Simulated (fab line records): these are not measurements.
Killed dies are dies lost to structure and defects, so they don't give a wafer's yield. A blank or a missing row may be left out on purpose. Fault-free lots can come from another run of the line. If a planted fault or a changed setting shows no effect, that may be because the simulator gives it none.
Split-lot experiment -- flow sfqLine -- on a route of 325 steps: 5 lots, 23 wafers read

## SPLIT DETAILS
At SFQ_TRILAYER_I4_VIA_LITHO_PEB_106 (peb time 60 s), the setting pebTimeS was moved away from the recipe's 60 s on 9 of the 23 wafers read, by -5.2% to +9.1%. For the rest of the wafers, this setting stayed at what the recipe calls for.

## FROM THE SPLIT ON TO THE READING: in between, the file shows 1 step
- SFQ_TRILAYER_I4_VIA_BARC_OPEN_VIA_ETCH_146: etches BARC in O2, target depth 125 nm, time 41.7 s (also split here: sourceW)

## THE READING
I4.cdNm (the simulator's own value, which no gauge read), in nm, at SFQ_TRILAYER_I4_VIA_ETCH_VIA_ETCH_106 (etches SiO2 in CHF3, stops on Nb, target depth 260 nm). There is no usual value for it anywhere in the file. Average 699.4 nm, standard deviation 2.3 nm, over the 14 wafers here run with the recipe.

wafer,"tool, chamber at the split","pebTimeS as run, s",against the recipe,"I4.cdNm, nm",against lot-mates on the recipe
L075.1,"lithoTrack-04, 0",65.45,+9.1%,710.7,+9.9
L075.3,"lithoTrack-04, 0",65.45,+9.1%,713.5,+12.7
L075.4,"lithoTrack-04, 0",65.45,+9.1%,708,+7.2
L075.5,"lithoTrack-04, 0",60,recipe,699.5,-
L075.6,"lithoTrack-04, 0",60,recipe,702.1,-
L077.1,"lithoTrack-02, 0",60,recipe,700.8,-
L077.4,"lithoTrack-02, 0",60,recipe,699.1,-
L077.6,"lithoTrack-02, 0",60,recipe,694.8,-
L080.1,"lithoTrack-03, 0",56.85,-5.2%,693.2,-7.5
L080.2,"lithoTrack-03, 0",60,recipe,702.3,-
L080.4,"lithoTrack-03, 0",56.85,-5.2%,694.2,-6.5
L080.5,"lithoTrack-03, 0",60,recipe,699.1,-
L080.6,"lithoTrack-03, 0",56.85,-5.2%,695,-5.7
L081.2,"lithoTrack-04, 0",60,recipe,702.6,-
L081.3,"lithoTrack-04, 0",60,recipe,699,-
L081.4,"lithoTrack-04, 0",60,recipe,697.5,-
L081.5,"lithoTrack-04, 0",60,recipe,694.9,-
L081.6,"lithoTrack-04, 0",60,recipe,700,-
L083.1,"lithoTrack-04, 0",60,recipe,699.6,-
L083.2,"lithoTrack-04, 0",60,recipe,700.7,-
L083.3,"lithoTrack-04, 0",62.42,+4.0%,707.4,+7.2
L083.4,"lithoTrack-04, 0",62.42,+4.0%,707.3,+7.1
L083.6,"lithoTrack-04, 0",62.42,+4.0%,707.1,+6.9

FIT RESULTS
A straight line over all 23 wafers: I4.cdNm changes by +1.25 nm for each +1% of pebTimeS; r = +0.91; the points scatter about the line by 2.3 nm.
The same after taking each lot's own level away (the mean of its wafers on the recipe; 23 wafers): +1.21 nm for each +1%; r = +0.92; scatter 2.1 nm.
The reading moves by 11 nm for the largest change in pebTimeS, on that fit.
The span of the lots' own levels, 698.23 to 700.80 nm, comes to 1.1 times the standard deviation stated above.
The two slopes agree, so the slope changes little with the lot-to-lot level.
Check: for one of the wafers moved furthest among these (+9.1%), held out of the fit, the line's prediction against its lot-mates is +11.4 nm. Against them it came out at +9.9 nm.

## OTHER SPLITS APPLIED TO THESE WAFERS
Before the reading, these wafers also passed through other splits. Each is held against what the fit with the lots' levels taken away leaves over:
other split on the same wafers,wafers away from the commonest value,r with I4.cdNm (lot level and that fit taken away)
SFQ_TRILAYER_I3_VIA_BARC_OPEN_VIA_ETCH_121 timeS,9,+0.27
SFQ_TRILAYER_M4_DEP_SPUTTER_091 timeS,6,-0.34
SFQ_TRILAYER_M4_LITHO_PEB_096 pebTimeS,11,+0.10
SFQ_TRILAYER_I4_VIA_BARC_OPEN_VIA_ETCH_146 sourceW,5,-0.03

## THE WHOLE CHAIN: every reading that the file lists as answering this split, in the file's order
step,what it does,reading,change (the file's fit),r (the file's)
SFQ_TRILAYER_I4_VIA_BARC_OPEN_VIA_ETCH_146,"etches BARC in O2, target depth 125 nm, time 41.7 s","I4.cdNm (the simulator's own value, which no gauge read)",+1.39 nm for each +1% of the setting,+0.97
SFQ_TRILAYER_I4_VIA_ETCH_VIA_ETCH_106,"etches SiO2 in CHF3, stops on Nb, target depth 260 nm","I4.cdNm (the simulator's own value, which no gauge read)",+1.22 nm for each +1% of the setting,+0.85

## THE FILE'S OWN FIT
I4.cdNm changes by +1.22 nm for each +1% of pebTimeS, r = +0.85.
